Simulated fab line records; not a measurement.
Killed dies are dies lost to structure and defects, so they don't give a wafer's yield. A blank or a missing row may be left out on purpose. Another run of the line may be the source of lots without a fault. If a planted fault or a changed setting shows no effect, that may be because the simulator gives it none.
The tool behind it: which one? || flow gf180mcu || 21 wafers from 7 lots sampled at 2 of the route's 602 steps

== WHAT EACH GAUGE READ, for each wafer ==
GF_LVPWELL_TW_MEAS_11.
{"lot": "L796", "measured": "day 4 02:14", "on": "film_metro-01", "LVPWELL_TW": "563 560 561"}
{"lot": "L800", "measured": "day 5 02:02", "on": "film_metro-02", "LVPWELL_TW": "554 553 552"}
{"lot": "L802", "measured": "day 5 12:37", "on": "film_metro-01", "LVPWELL_TW": "557 557 554"}
{"lot": "L806", "measured": "day 6 11:51", "on": "film_metro-02", "LVPWELL_TW": "552 550 549"}
{"lot": "L813", "measured": "day 8 03:20", "on": "film_metro-02", "LVPWELL_TW": "547 550 549"}
{"lot": "L816", "measured": "day 8 19:11", "on": "film_metro-04", "LVPWELL_TW": "556 553 554"}
{"lot": "L818", "measured": "day 9 06:50", "on": "film_metro-04", "LVPWELL_TW": "559 558 558"}

== WHAT TOOL EACH LOT RAN ON (gives the tool, then ch and the chambers of the sampled wafers, and finally the start) ==
{"lot": "L796", "GF_LVPWELL_STRIP_10": "plasma_asher-04 ch 0,1, day 4 02:08"}
{"lot": "L800", "GF_LVPWELL_STRIP_10": "plasma_asher-01 ch 0,1, day 5 01:56"}
{"lot": "L802", "GF_LVPWELL_STRIP_10": "plasma_asher-01 ch 0,1, day 5 12:31"}
{"lot": "L806", "GF_LVPWELL_STRIP_10": "plasma_asher-04 ch 0,1, day 6 11:44"}
{"lot": "L813", "GF_LVPWELL_STRIP_10": "plasma_asher-02 ch 0,1, day 8 03:15"}
{"lot": "L816", "GF_LVPWELL_STRIP_10": "plasma_asher-04 ch 0,1, day 8 19:04"}
{"lot": "L818", "GF_LVPWELL_STRIP_10": "plasma_asher-04 ch 0,1, day 9 06:44"}
- GF_LVPWELL_STRIP_10: strips in O2/N2.

== THE ANSWER, worked out from the rows above alone ==
Rule: the usual values come from the lots themselves. Put in order of their means at a reading, lots are off if they are a third of the lots or fewer, leave a main group of 4 or more, and stand apart from it by a gap of 3 or more times the standard deviation of the main group's means; of several such gaps the widest counts. If all means in a main group match to the digits the tables above print for the reading, that group is not used. A lot without any number at a reading at which 4 lots or more have one is off too. Any other lot the step has rows for is counted as sound.
No lot is off at any reading shown: from this, nothing can be told.

== WHAT THE SIMULATOR PUT IN ==
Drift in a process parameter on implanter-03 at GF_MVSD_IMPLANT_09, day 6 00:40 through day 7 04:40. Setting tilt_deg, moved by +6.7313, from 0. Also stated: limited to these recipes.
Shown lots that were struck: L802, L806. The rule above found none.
